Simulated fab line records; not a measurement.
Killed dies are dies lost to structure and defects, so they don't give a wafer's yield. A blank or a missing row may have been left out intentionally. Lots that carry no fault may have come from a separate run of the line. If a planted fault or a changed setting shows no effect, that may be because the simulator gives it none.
fab line records    flow sky130
[record] lots = 24  wafers = 72  last_day = 50
route steps=708 shown VIA2@528 METAL4@633 VIA4@650 METAL5@667
lots untouched by any fault: they come from a run of this same line in which no faults occurred
start_h: hours from the record's first day to the start of the lot's first wafer shown    wait_h: hours since the lot's step before    " the same as in the row above    L1.1+2: a single row standing in for several wafers    - value missing, or start not given    * or withheld: withheld    < > ~ a bound
route shown NAME@n: a module of which the file shows steps, and the number in the route of the first    usual: mean/standard deviation taken from wafers without a fault    same: alike in all rows    chamber/n: place in a boat    sites: the reading at each site    _std_site: the standard deviation of these    _edge_site: the outer-site mean with the inner-site mean subtracted    radius_mm: how far each site lies from the wafer's centre    mask NAME#n: copy n    behind: tool/chamber where the wafer was last shaped    hold: cause of the lot's hold/its duration in hours/its outcome    device: names the non-switching transistor (n, p or np)    end of line: the same wafers' tests at the end of the route    step lacking rows: just its recipe    killed: not the wafer's yield, but the dies lost to structure and defects at the first sort    map: a wafer's dies, x killed, . not, _ none there
set.NAME: setting as actually run; set.NAME@STEP: the setting as run at that earlier step    model.NAME: the simulator's own value behind a step, which no gauge read
steps of the route over a sample of lots; a table a step, a row a wafer
services: when a tool's chamber went out of use (start_h, in hours from the record's first day, below 0 if earlier), for how many hours, and the reason
[[steps]]
[step SKY_VIA2_CVD_21]
[recipe] material = W  target_thk_nm = 420  time_s = 126.4  temp_c = 400  pressure_torr = 40
[usual] heater_power_outer_w = 536/43  heater_power_w = 888/85
lot.wafer  tool      chamber  start_h  wait_h  heater_power_outer_w  heater_power_w
L074.1     cvd_w-01  0        837.14   0.0     475                   783
L074.2     "         1        "        "       515                   851
L074.5     "         0        "        "       489                   753
L075.2     cvd_w-02  0        848.61   0.0     546                   949
L075.3     "         0        "        "       550                   939
L075.5     "         1        "        "       612                   1006
L076.2     cvd_w-02  1        861.07   0.0     611                   1026
L076.4     "         1        "        "       633                   1004
L076.6     "         1        "        "       625                   1009
L077.1     cvd_w-01  0        866.36   0.0     479                   778
L077.2     "         1        "        "       533                   862
L077.3     "         0        "        "       482                   781
L079.2     cvd_w-01  0        873.46   0.0     468                   758
L079.4     "         1        "        "       513                   851
L079.5     "         0        "        "       481                   762
L078.2     cvd_w-02  1        876.93   0.0     616                   1003
L078.4     "         0        "        "       555                   900
L078.6     "         1        "        "       613                   1020
L080.2     cvd_w-01  1        888.47   0.0     534                   848
L080.3     "         1        "        "       536                   864
L080.4     "         0        "        "       490                   734
L081.1     cvd_w-01  1        900.31   0.0     526                   867
L081.3     "         0        "        "       473                   767
L081.4     "         1        "        "       533                   859
L082.1     cvd_w-02  1        902.24   0.0     624                   1025
L082.2     "         0        "        "       552                   937
L082.5     "         1        "        "       612                   1026
L083.1     cvd_w-01  0        905.70   0.2     475                   757
L083.2     "         1        "        "       521                   855
L083.4     "         1        "        "       543                   855
L084.1     cvd_w-02  0        920.47   0.0     535                   917
L084.3     "         1        "        "       584                   978
L084.5     "         1        "        "       584                   967
L085.1     cvd_w-02  1        928.07   0.0     578                   1006
L085.4     "         0        "        "       533                   902
L085.5     "         0        "        "       543                   915
L086.2     cvd_w-01  0        933.89   0.0     469                   761
L086.5     "         0        "        "       470                   774
L086.6     "         1        "        "       524                   867
L087.3     cvd_w-02  1        936.01   0.1     594                   969
L087.5     "         1        "        "       592                   995
L087.6     "         0        "        "       530                   920
L088.1     cvd_w-01  0        949.71   0.0     474                   767
L088.4     "         1        "        "       514                   833
L088.6     "         1        "        "       517                   849
L089.2     cvd_w-02  1        951.66   0.0     593                   982
L089.4     "         1        "        "       577                   987
L089.6     "         1        "        "       578                   979
L090.1     cvd_w-02  0        966.77   0.0     522                   915
L090.2     "         1        "        "       583                   977
L090.6     "         1        "        "       575                   981
L091.1     cvd_w-01  0        968.70   0.0     478                   750
L091.2     "         1        "        "       532                   846
L091.3     "         1        "        "       531                   849
L092.1     cvd_w-01  0        971.95   0.0     474                   753
L092.3     "         1        "        "       526                   847
L092.4     "         0        "        "       478                   779
L093.2     cvd_w-02  1        977.75   0.0     583                   972
L093.3     "         0        "        "       531                   936
L093.4     "         1        "        "       584                   996
L094.2     cvd_w-02  1        989.19   0.0     580                   956
L094.3     "         0        "        "       535                   936
L094.5     "         0        "        "       536                   921
L096.1     cvd_w-02  1        996.50   0.0     584                   970
L096.3     "         0        "        "       537                   887
L096.5     "         0        "        "       532                   925
L095.1     cvd_w-01  1        1002.31  0.0     514                   844
L095.2     "         0        "        "       473                   771
L095.4     "         0        "        "       493                   760
L097.1     cvd_w-02  0        1011.22  0.0     538                   922
L097.4     "         0        "        "       540                   906
L097.6     "         1        "        "       584                   989
[step SKY_METAL4_ETCH_17]
[recipe] target = SiO2  stop_on = TiN  chemistry = C4F8/O2/Ar  source_w = 1500  bias_w = 1200  pressure_mtorr = 40  c4f8_flow_sccm = withheld  O2_flow_sccm = 6  Ar_flow_sccm = 300  time_s = 3.9  target_depth_a = 150
[usual] oes_product_au = 0.754/0.0072
lot.wafer  tool         chamber  start_h  wait_h  oes_product_au  rf_hours_counter_h
L074.1     rie_diel-01  2        966.77   0.1     0.757           15
L074.2     "            0        "        "       0.745           16
L074.5     "            3        "        "       0.754           -
L075.2     rie_diel-03  2        978.62   0.1     0.768           20
L075.3     "            0        "        "       0.752           14
L075.5     "            2        "        "       0.758           -
L076.2     rie_diel-04  2        989.10   0.1     0.753           9
L076.4     "            0        "        "       0.753           -
L076.6     "            1        "        "       0.764           -
L077.1     rie_diel-04  0        992.32   0.1     0.750           19
L077.2     "            2        "        "       0.764           9
L077.3     "            1        "        "       0.759           10
L079.2     rie_diel-01  0        1004.82  0.1     0.757           17
L079.4     "            3        "        "       0.762           14
L079.5     "            1        "        "       0.760           -
L078.2     rie_diel-03  2        1005.97  0.1     0.734           21
L078.4     "            3        "        "       0.758           9
L078.6     "            1        "        "       0.759           -
L080.2     rie_diel-04  0        1014.42  0.1     0.751           20
L080.3     "            1        "        "       0.763           11
L080.4     "            3        "        "       0.758           5
L081.1     rie_diel-04  1        1024.77  0.1     0.751           11
L081.3     "            3        "        "       0.747           6
L081.4     "            2        "        "       0.757           10
L082.1     rie_diel-03  0        1027.92  0.1     0.751           15
L082.2     "            3        "        "       0.759           9
L082.5     "            3        "        "       0.757           -
L083.1     rie_diel-01  3        1032.80  0.1     0.742           15
L083.2     "            1        "        "       0.745           7
L083.4     "            2        "        "       0.742           17
L084.1     rie_diel-01  0        1045.95  0.1     0.756           19
L084.3     "            3        "        "       0.758           16
L084.5     "            2        "        "       0.760           -
L085.1     rie_diel-04  2        1051.80  0.1     0.739           11
L085.4     "            3        "        "       0.758           7
L085.5     "            0        "        "       0.758           -
L086.2     rie_diel-03  3        1056.90  0.1     0.754           10
L086.5     "            0        "        "       0.758           -
L086.6     "            1        "        "       0.755           -
L087.3     rie_diel-03  2        1058.97  0.0     0.755           23
L087.5     "            0        "        "       0.762           -
L087.6     "            1        "        "       0.753           -
L088.1     rie_diel-03  2        1069.30  0.1     0.746           24
L088.4     "            1        "        "       0.740           24
L088.6     "            2        "        "       0.749           -
L089.2     rie_diel-04  1        1069.96  0.1     0.754           13
L089.4     "            3        "        "       0.760           8
L089.6     "            0        "        "       0.748           -
L090.1     rie_diel-04  1        1084.97  0.1     0.744           13
L090.2     "            0        "        "       0.749           22
L090.6     "            3        "        "       0.748           -
L091.1     rie_diel-03  1        1087.17  0.1     0.761           24
L091.2     "            2        "        "       0.743           25
L091.3     "            0        "        "       0.757           17
L092.1     rie_diel-04  0        1089.11  0.1     0.746           22
L092.3     "            1        "        "       0.761           13
L092.4     "            2        "        "       0.760           12
L093.2     rie_diel-04  0        1093.72  0.1     0.749           22
L093.3     "            3        "        "       0.748           8
L093.4     "            2        "        "       0.758           12
L094.2     rie_diel-01  0        1104.07  0.1     0.752           20
L094.3     "            2        "        "       0.763           19
L094.5     "            0        "        "       0.773           -
L096.1     rie_diel-04  2        1110.76  0.1     0.758           13
L096.3     "            1        "        "       0.755           14
L096.5     "            2        "        "       0.750           -
L095.1     rie_diel-03  3        1117.01  0.1     0.749           13
L095.2     "            1        "        "       0.764           25
L095.4     "            2        "        "       0.766           26
L097.1     rie_diel-04  0        1122.99  0.2     0.752           24
L097.4     "            1        "        "       0.751           14
L097.6     "            1        "        "       0.753           -
[step SKY_VIA4_OVL_MEAS_11]
[usual] VIA4_OVL = 0.6/1.5
lot.wafer  tool        chamber  start_h  wait_h  VIA4_OVL[nm]
L074.1     overlay-01  -        991.37   0.1     2.2
L074.2     "           -        "        "       -0.8
L074.5     "           -        "        "       0.6
L075.2     overlay-02  -        1003.60  0.1     0.4
L075.3     "           -        "        "       -0.8
L075.5     "           -        "        "       -1.0
L076.2     overlay-01  -        1014.00  0.1     -2.2
L076.4     "           -        "        "       -1.2
L076.6     "           -        "        "       -2.0
L077.1     overlay-01  -        1016.63  0.1     1.7
L077.2     "           -        "        "       0.5
L077.3     "           -        "        "       2.1
L079.2     overlay-01  -        1029.30  0.1     1.9
L079.4     "           -        "        "       2.4
L079.5     "           -        "        "       1.0
L078.2     overlay-02  -        1029.90  0.1     -0.3
L078.4     "           -        "        "       -0.5
L078.6     "           -        "        "       0.3
L080.2     overlay-01  -        1038.85  0.1     0.2
L080.3     "           -        "        "       1.2
L080.4     "           -        "        "       0.7
L081.1     overlay-02  -        1049.07  0.1     -1.2
L081.3     "           -        "        "       -2.9
L081.4     "           -        "        "       -0.9
L082.1     overlay-02  -        1051.69  0.1     2.0
L082.2     "           -        "        "       1.5
L082.5     "           -        "        "       2.1
L083.1     overlay-02  -        1056.92  0.1     0.2
L083.2     "           -        "        "       -1.3
L083.4     "           -        "        "       -0.9
L084.1     overlay-01  -        1068.08  0.1     -0.1
L084.3     "           -        "        "       1.1
L084.5     "           -        "        "       1.8
L085.1     overlay-02  -        1074.37  0.1     -0.3
L085.4     "           -        "        "       -0.1
L085.5     "           -        "        "       -0.1
L086.2     overlay-01  -        1078.44  0.1     1.7
L086.5     "           -        "        "       2.0
L086.6     "           -        "        "       0.8
L087.3     overlay-01  -        1080.83  0.1     1.3
L087.5     "           -        "        "       1.2
L087.6     "           -        "        "       1.0
L088.1     overlay-02  -        1091.04  0.1     1.1
L088.4     "           -        "        "       0.7
L088.6     "           -        "        "       0.3
L089.2     overlay-02  -        1091.35  0.1     -1.9
L089.4     "           -        "        "       -1.5
L089.6     "           -        "        "       -1.6
L090.1     overlay-01  -        1105.98  0.1     -0.2
L090.2     "           -        "        "       1.1
L090.6     "           -        "        "       1.2
L091.1     overlay-01  -        1108.53  0.1     -0.3
L091.2     "           -        "        "       0.0
L091.3     "           -        "        "       0.6
L092.1     overlay-02  -        1110.12  0.1     1.0
L092.3     "           -        "        "       -0.2
L092.4     "           -        "        "       0.8
L093.2     overlay-01  -        1114.13  0.1     0.4
L093.3     "           -        "        "       2.6
L093.4     "           -        "        "       0.5
L094.2     overlay-02  -        1125.09  0.1     -0.1
L094.3     "           -        "        "       1.3
L094.5     "           -        "        "       0.1
L096.1     overlay-01  -        1131.29  0.1     5.5
L096.3     "           -        "        "       5.0
L096.5     "           -        "        "       4.6
L095.1     overlay-01  -        1137.22  0.1     1.2
L095.2     "           -        "        "       1.0
L095.4     "           -        "        "       0.7
L097.1     overlay-02  -        1143.07  0.1     0.4
L097.4     "           -        "        "       2.1
L097.6     "           -        "        "       1.3
[step SKY_VIA4_ETCH_12]
[recipe] target = SiO2  chemistry = C4F8/O2/Ar  stop_on = TiN  mask_material = NOVOLAK  source_w = 1500  bias_w = 1200  pressure_mtorr = 40  c4f8_flow_sccm = withheld  O2_flow_sccm = 6  Ar_flow_sccm = 300  time_s = withheld  target_depth_a = 5800
[usual] oes_product_au = 0.926/0.0046
lot.wafer  tool         chamber  start_h  wait_h  oes_product_au
L074.1     rie_diel-02  0        991.40   0.0     0.922
L074.2     "            1        "        "       0.929
L074.5     "            1        "        "       0.928
L075.2     rie_diel-03  2        1003.63  0.0     0.933
L075.3     "            0        "        "       0.928
L075.5     "            1        "        "       0.931
L076.2     rie_diel-02  1        1014.03  0.0     0.928
L076.4     "            0        "        "       0.921
L076.6     "            3        "        "       0.932
L077.1     rie_diel-01  3        1016.67  0.0     0.928
L077.2     "            2        "        "       0.919
L077.3     "            0        "        "       0.925
L079.2     rie_diel-02  0        1029.33  0.0     0.929
L079.4     "            2        "        "       0.925
L079.5     "            0        "        "       0.927
L078.2     rie_diel-02  2        1029.93  0.0     0.924
L078.4     "            3        "        "       0.928
L078.6     "            3        "        "       0.925
L080.2     rie_diel-01  0        1038.88  0.0     0.926
L080.3     "            3        "        "       0.927
L080.4     "            2        "        "       0.927
L081.1     rie_diel-03  0        1049.10  0.0     0.923
L081.3     "            2        "        "       0.932
L081.4     "            1        "        "       0.921
L082.1     rie_diel-03  2        1051.73  0.0     0.929
L082.2     "            1        "        "       0.928
L082.5     "            2        "        "       0.932
L083.1     rie_diel-02  3        1056.95  0.0     0.929
L083.2     "            0        "        "       0.928
L083.4     "            0        "        "       0.928
L084.1     rie_diel-01  2        1068.12  0.0     0.910
L084.3     "            0        "        "       0.925
L084.5     "            3        "        "       0.917
L085.1     rie_diel-01  3        1074.40  0.0     0.923
L085.4     "            1        "        "       0.926
L085.5     "            0        "        "       0.914
L086.2     rie_diel-02  1        1078.47  0.0     0.921
L086.5     "            1        "        "       0.926
L086.6     "            0        "        "       0.920
L087.3     rie_diel-03  1        1080.85  0.0     0.926
L087.5     "            2        "        "       0.923
L087.6     "            3        "        "       0.919
L088.1     rie_diel-01  0        1091.08  0.0     0.927
L088.4     "            2        "        "       0.931
L088.6     "            2        "        "       0.922
L089.2     rie_diel-03  1        1091.38  0.0     0.937
L089.4     "            3        "        "       0.927
L089.6     "            3        "        "       0.923
L090.1     rie_diel-03  0        1106.02  0.0     0.926
L090.2     "            3        "        "       0.925
L090.6     "            0        "        "       0.928
L091.1     rie_diel-03  2        1108.57  0.0     0.931
L091.2     "            1        "        "       0.928
L091.3     "            3        "        "       0.931
L092.1     rie_diel-01  3        1110.16  0.0     0.929
L092.3     "            0        "        "       0.926
L092.4     "            2        "        "       0.920
L093.2     rie_diel-01  0        1114.16  0.0     0.926
L093.3     "            3        "        "       0.917
L093.4     "            2        "        "       0.929
L094.2     rie_diel-03  3        1125.12  0.0     0.927
L094.3     "            2        "        "       0.932
L094.5     "            0        "        "       0.925
L096.1     rie_diel-01  1        1131.33  0.0     0.928
L096.3     "            0        "        "       0.924
L096.5     "            2        "        "       0.930
L095.1     rie_diel-03  0        1137.26  0.0     0.922
L095.2     "            1        "        "       0.916
L095.4     "            2        "        "       0.930
L097.1     rie_diel-03  1        1143.11  0.0     0.931
L097.4     "            0        "        "       0.927
L097.6     "            0        "        "       0.924
[step SKY_METAL5_THK_MEAS_06]
[recipe] thk_meas_gauge = xrf  reads = AlCu_of_METAL5_SPUTTER_02
[usual] METAL5_ALCU_THK = 1144/13
lot.wafer  tool           chamber  start_h  wait_h  METAL5_ALCU_THK[nm]
L074.1     film_metro-04  -        993.09   0.1     1141
L074.2     "              -        "        "       1142
L074.5     "              -        "        "       1148
L075.2     film_metro-04  -        1005.42  0.1     1132
L075.3     "              -        "        "       1135
L075.5     "              -        "        "       1148
L076.2     film_metro-01  -        1015.75  0.1     1141
L076.4     "              -        "        "       1143
L076.6     "              -        "        "       1131
L077.1     film_metro-01  -        1018.35  0.1     1165
L077.2     "              -        "        "       1160
L077.3     "              -        "        "       1159
L079.2     film_metro-02  -        1031.03  0.1     1134
L079.4     "              -        "        "       1140
L079.5     "              -        "        "       1145
L078.2     film_metro-01  -        1031.69  0.1     1118
L078.4     "              -        "        "       1129
L078.6     "              -        "        "       1153
L080.2     film_metro-01  -        1040.56  0.1     1136
L080.3     "              -        "        "       1142
L080.4     "              -        "        "       1143
L081.1     film_metro-02  -        1050.82  0.1     1142
L081.3     "              -        "        "       1170
L081.4     "              -        "        "       1167
L082.1     film_metro-01  -        1053.38  0.1     1124
L082.2     "              -        "        "       1128
L082.5     "              -        "        "       1146
L083.1     film_metro-01  -        1058.60  0.1     1119
L083.2     "              -        "        "       1128
L083.4     "              -        "        "       1126
L084.1     film_metro-01  -        1069.83  0.1     1154
L084.3     "              -        "        "       1142
L084.5     "              -        "        "       1132
L085.1     film_metro-04  -        1076.49  0.1     1146
L085.4     "              -        "        "       1167
L085.5     "              -        "        "       1158
L086.2     film_metro-04  -        1080.16  0.1     1144
L086.5     "              -        "        "       1134
L086.6     "              -        "        "       1140
L087.3     film_metro-02  -        1082.76  0.1     1116
L087.5     "              -        "        "       1124
L087.6     "              -        "        "       1136
L088.1     film_metro-02  -        1092.73  0.1     1144
L088.4     "              -        "        "       1137
L088.6     "              -        "        "       1134
L089.2     film_metro-04  -        1093.04  0.1     1156
L089.4     "              -        "        "       1154
L089.6     "              -        "        "       1158
L090.1     film_metro-02  -        1107.90  0.1     1148
L090.2     "              -        "        "       1144
L090.6     "              -        "        "       1150
L091.1     film_metro-04  -        1110.21  0.1     1130
L091.2     "              -        "        "       1143
L091.3     "              -        "        "       1129
L092.1     film_metro-01  -        1111.84  0.1     1142
L092.3     "              -        "        "       1137
L092.4     "              -        "        "       1135
L093.2     film_metro-02  -        1115.81  0.1     1174
L093.3     "              -        "        "       1160
L093.4     "              -        "        "       1144
L094.2     film_metro-04  -        1127.09  0.1     1128
L094.3     "              -        "        "       1140
L094.5     "              -        "        "       1129
L096.1     film_metro-02  -        1133.02  0.1     1156
L096.3     "              -        "        "       1179
L096.5     "              -        "        "       1175
L095.1     film_metro-01  -        1138.94  0.1     1164
L095.2     "              -        "        "       1144
L095.4     "              -        "        "       1144
L097.1     film_metro-01  -        1144.79  0.1     1141
L097.4     "              -        "        "       1135
L097.6     "              -        "        "       1149
[step SKY_METAL5_DESCUM_14]
[recipe] chemistry = O2  source_power_w = 150  bias_power_w = 0  pressure_mtorr = 10  temp_c = 40  time_s = 11
[usual] drypump_motor_current_A = 5.7/0.61  oes_product_au = 0.997/0.0068
[same] bias_power_w = 0
lot.wafer  tool          chamber  start_h  wait_h  drypump_motor_current_A  oes_product_au  rf_hours_counter_h
L074.1     rie_metal-03  1        1016.09  0.1     6.7                      0.996           13
L074.2     "             0        "        "       5.4                      0.992           6
L074.5     "             1        "        "       6.7                      0.993           -
L075.2     rie_metal-01  0        1028.34  0.1     6.0                      0.992           19
L075.3     "             1        "        "       5.9                      1.004           -
L075.5     "             1        "        "       5.9                      0.998           -
L076.2     rie_metal-03  0        1038.38  0.1     5.4                      0.996           7
L076.4     "             1        "        "       6.6                      0.987           -
L076.6     "             1        "        "       6.7                      0.987           -
L077.1     rie_metal-02  0        1040.72  0.1     5.2                      0.990           18
L077.2     "             1        "        "       4.8                      0.983           7
L077.3     "             0        "        "       5.2                      0.990           -
L079.2     rie_metal-03  0        1053.43  0.1     5.4                      0.998           8
L079.4     "             0        "        "       5.4                      1.002           -
L079.5     "             0        "        "       5.4                      0.994           -
L078.2     rie_metal-01  0        1055.12  0.1     6.1                      0.993           21
L078.4     "             1        "        "       6.0                      1.001           -
L078.6     "             1        "        "       5.9                      0.992           -
L080.2     rie_metal-01  1        1062.14  0.1     6.0                      0.999           12
L080.3     "             1        "        "       5.9                      0.998           -
L080.4     "             0        "        "       6.1                      0.984           -
L081.1     rie_metal-03  1        1071.67  0.1     6.6                      1.005           16
L081.3     "             1        "        "       6.7                      0.999           -
L081.4     "             0        "        "       5.4                      0.992           -
L082.1     rie_metal-01  0        1074.93  0.1     6.0                      0.999           23
L082.2     "             1        "        "       5.9                      0.995           13
L082.5     "             0        "        "       6.0                      1.000           -
L083.1     rie_metal-02  0        1078.88  0.1     5.2                      1.002           20
L083.2     "             1        "        "       4.8                      0.993           9
L083.4     "             1        "        "       4.8                      0.987           -
L084.1     rie_metal-01  0        1090.39  0.1     6.1                      0.998           24
L084.3     "             0        "        "       6.1                      0.994           -
L084.5     "             1        "        "       6.0                      1.006           -
L085.1     rie_metal-02  0        1096.94  0.1     5.2                      0.994           21
L085.4     "             1        "        "       4.8                      0.991           -
L085.5     "             0        "        "       5.2                      0.994           -
L086.2     rie_metal-02  1        1101.09  0.1     4.8                      0.995           11
L086.5     "             0        "        "       5.2                      1.004           -
L086.6     "             1        "        "       4.8                      0.995           -
L087.3     rie_metal-02  1        1102.88  0.1     4.8                      0.998           -
L087.5     "             1        "        "       4.8                      0.997           -
L087.6     "             0        "        "       5.2                      1.004           -
L088.1     rie_metal-01  0        1112.72  0.1     6.0                      1.006           26
L088.4     "             0        "        "       6.0                      1.012           -
L088.6     "             1        "        "       6.0                      1.011           -
L089.2     rie_metal-03  1        1113.02  0.1     6.7                      0.997           19
L089.4     "             1        "        "       6.7                      0.997           -
L089.6     "             0        "        "       5.4                      0.985           -
L090.1     rie_metal-03  0        1126.74  0.1     5.4                      1.009           13
L090.2     "             1        "        "       6.7                      1.006           20
L090.6     "             0        "        "       5.4                      0.991           -
L091.1     rie_metal-02  1        1128.89  0.1     4.8                      0.996           13
L091.2     "             0        "        "       5.2                      1.005           24
L091.3     "             0        "        "       5.2                      1.008           -
L092.1     rie_metal-01  0        1130.99  0.1     6.1                      1.002           28
L092.3     "             1        "        "       5.9                      1.001           -
L092.4     "             0        "        "       6.0                      1.014           -
L093.2     rie_metal-02  1        1134.38  0.1     4.8                      0.999           13
L093.3     "             0        "        "       5.2                      1.002           -
L093.4     "             1        "        "       4.8                      0.997           -
L094.2     rie_metal-01  0        1144.87  0.1     6.1                      1.001           29
L094.3     "             0        "        "       6.0                      1.009           -
L094.5     "             0        "        "       6.1                      1.003           -
L096.1     rie_metal-03  1        1151.43  0.1     6.7                      1.006           21
L096.3     "             1        "        "       6.7                      1.000           -
L096.5     "             0        "        "       5.4                      0.993           -
L095.1     rie_metal-01  0        1155.97  0.1     6.1                      1.005           30
L095.2     "             1        "        "       5.9                      0.989           19
L095.4     "             1        "        "       6.0                      1.000           -
L097.1     rie_metal-02  1        1162.23  0.1     4.8                      0.991           16
L097.4     "             0        "        "       5.2                      0.994           -
L097.6     "             0        "        "       5.2                      1.004           -
[[services]]
tool          chamber  start_h  hours  kind
rie_diel-01   2        813.37   1.3    repair
rie_metal-03  1        816.45   12.4   repair
rie_diel-01   2        823.04   22.0   repair
rie_diel-04   1        828.89   10.4   repair
rie_diel-04   2        886.24   5.4    repair
rie_metal-01  0        897.57   11.4   repair
cvd_w-02      -        904.00   14.0   pm
cvd_w-01      -        904.72   0.9    repair
cvd_w-02      -        914.44   1.3    repair
rie_metal-02  0        927.23   11.1   repair
rie_diel-03   -        931.00   2.8    pm
rie_diel-03   -        939.28   0.7    repair
rie_metal-02  -        946.12   0.6    repair
rie_diel-04   1        950.72   9.9    repair
rie_metal-02  -        976.11   0.2    repair
rie_diel-04   -        981.80   2.8    pm
rie_diel-04   3        986.33   13.8   repair
rie_diel-03   3        986.34   3.0    repair
rie_diel-01   -        1048.94  15.6   pm
cvd_w-01      -        1058.18  2.8    pm
rie_diel-01   1        1108.61  15.4   repair
rie_metal-01  1        1114.29  13.1   repair
cvd_w-02      1        1120.10  5.5    repair
rie_diel-01   -        1155.57  4.0    repair
[[key]]
fault none
